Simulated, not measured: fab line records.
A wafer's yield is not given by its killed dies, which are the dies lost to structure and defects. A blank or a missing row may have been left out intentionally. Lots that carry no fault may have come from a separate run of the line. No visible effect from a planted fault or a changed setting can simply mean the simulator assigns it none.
What tool caused it?    flow sfqLine    14 lots with 42 wafers sampled at 3 steps, on a route of 325 steps

## WHAT THE GAUGES SHOWED, per wafer
SFQ_L0_RS_MEAS_901: uses a four-point probe to measure.
lot   measured     on            L0_MONX_KI_RS (ohm/sq)
L729  day 1 12:37  filmMetro-04  43.8 43.3 43.8
L730  day 1 17:34  filmMetro-04  44.6 43.8 43.9
L731  day 1 22:34  filmMetro-02  43.6 43.2 44.0
L732  day 2 03:34  filmMetro-02  43.2 43.4 43.4
L733  day 2 08:34  filmMetro-03  42.9 43.3 44.5
L734  day 2 13:35  filmMetro-02  42.6 42.9 43.4
L735  day 2 18:34  filmMetro-02  43.9 43.4 43.4
L736  day 2 23:34  filmMetro-03  43.2 43.1 43.5
L737  day 3 04:35  filmMetro-04  43.4 43.6 43.9
L739  day 3 14:35  filmMetro-02  40.3 39.8 40.2 40.2 39.8 40.1
L742  day 4 05:36  filmMetro-02  40.5 40.4 40.3 40.5 40.4 40.3
L748  day 5 11:34  filmMetro-04  42.9 43.2 43.2
L751  day 6 02:34  filmMetro-04  43.9 44.1 44.7
L752  day 6 07:34  filmMetro-03  43.8 43.5 43.7

SFQ_L0_THK_MEAS_902: measures by xrf.
lot   measured     on            L0_MONX_KI_THK (nm)
L729  day 1 12:43  filmMetro-04  40.3 40.9 39.9
L730  day 1 17:41  filmMetro-04  39.2 40.1 39.7
L731  day 1 22:41  filmMetro-02  39.9 40.5 40.0
L732  day 2 03:41  filmMetro-02  40.3 40.0 40.4
L733  day 2 08:41  filmMetro-03  41.0 40.6 39.3
L734  day 2 13:41  filmMetro-02  41.1 40.7 40.6
L735  day 2 18:41  filmMetro-02  40.0 40.4 40.4
L736  day 2 23:41  filmMetro-03  40.5 40.7 40.1
L737  day 3 04:41  filmMetro-04  40.4 40.2 40.0
L739  day 3 17:10  filmMetro-02  43.6 44.0 43.5 43.5 43.7 43.5
L742  day 4 10:13  filmMetro-02  43.4 43.4 43.2 43.3 43.6 43.4
L748  day 5 11:41  filmMetro-04  40.9 40.6 40.9
L751  day 6 02:41  filmMetro-04  40.2 39.9 39.4
L752  day 6 07:41  filmMetro-03  40.0 40.4 40.1

## EACH LOT AND THE TOOL THAT RAN IT (in order: tool; ch and the chambers of the sampled wafers; start)
lot   SFQ_TRILAYER_L0_DEP_SPUTTER_003
L729  pvdSputter-06, day 1 12:29
L730  pvdSputter-06, day 1 17:29
L731  pvdSputter-05, day 1 22:29
L732  pvdSputter-04, day 2 03:29
L733  pvdSputter-06, day 2 08:29
L734  pvdSputter-06, day 2 13:29
L735  pvdSputter-04, day 2 18:29
L736  pvdSputter-05, day 2 23:29
L737  pvdSputter-06, day 3 04:29
L739  pvdSputter-06, day 3 14:29
L742  pvdSputter-06, day 4 05:29
L748  pvdSputter-05, day 5 11:29
L751  pvdSputter-04, day 6 02:29
L752  pvdSputter-05, day 6 07:29
- SFQ_TRILAYER_L0_DEP_SPUTTER_003: material MoNx KI, target thk 40 nm, time 100 s.

## WHAT THE TOOLS THEMSELVES READ (means of the sampled wafers that have a number; where no wafer has one, the mark that the record gives instead)
SFQ_TRILAYER_L0_DEP_SPUTTER_003.
lot   tool           cathodeDcPowerW (W)  throttleValvePct (%)
L729  pvdSputter-06  800.13               30.9
L730  pvdSputter-06  799.97               30.3
L731  pvdSputter-05  800.00               30.2
L732  pvdSputter-04  800.04               28.9
L733  pvdSputter-06  799.97               30.4
L734  pvdSputter-06  800.00               30.6
L735  pvdSputter-04  800.10               29.1
L736  pvdSputter-05  800.02               30.2
L737  pvdSputter-06  799.88               30.7
L739  pvdSputter-06  858.12               30.2
L742  pvdSputter-06  858.23               30.1
L748  pvdSputter-05  799.96               30.2
L751  pvdSputter-04  799.96               28.1
L752  pvdSputter-05  799.92               30.3

## THE ANSWER, worked out from the rows above alone
Rule: usual is defined by the lots themselves. The widest of any qualifying gaps counts: lots, ordered by their means at a reading, are off when they make up no more than a third of the lots, leave a main group of 4 or more, and stand apart from it by 3 or more times the standard deviation of that group's means. If all means in a main group match to the digits the tables above print for the reading, that group is not used. A lot without any number at a reading at which 4 lots or more have one is off too. The other lots that the step has rows for count as sound. After the gauges, taken in route order, come the tools' own readings; for these a lot's mean is taken, as printed above. The first step at which some lot is off is used, and at that step the reading that is off furthest; a lot without a number counts as furthest.
Off: L739, L742, seen at SFQ_L0_RS_MEAS_901 (L0_MONX_KI_RS). For the main group the mean is 43.6 ohm/sq and the standard deviation 0.35.
A tool fits if, at a process step before that reading, it ran every lot that is off, and no sound lot after the first of them. Not tried: the gauges at SFQ_L0_RS_MEAS_901; whatever is off there is also off at SFQ_TRILAYER_L0_DEP_SPUTTER_003, on other tools, and gauge error can't account for it. One fits: pvdSputter-06 at SFQ_TRILAYER_L0_DEP_SPUTTER_003. Its last sound lot is L737 (day 3 04:29), its first lot that is off L739 (day 3 14:29): a fault that began between those two fits.
The tool's own readings at SFQ_TRILAYER_L0_DEP_SPUTTER_003 bear it out: on the lots that are off they differ by more than 5 times the standard deviation of the sound lots' means. cathodeDcPowerW reads 858.17 W there against 800.00 W on the sound lots.

## WHAT HAD BEEN PUT IN BY THE SIMULATOR
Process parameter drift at SFQ_TRILAYER_L0_DEP_SPUTTER_003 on pvdSputter-06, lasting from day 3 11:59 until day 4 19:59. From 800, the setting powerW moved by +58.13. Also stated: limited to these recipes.
Shown lots that were struck: L739, L742. The rule above found the same.
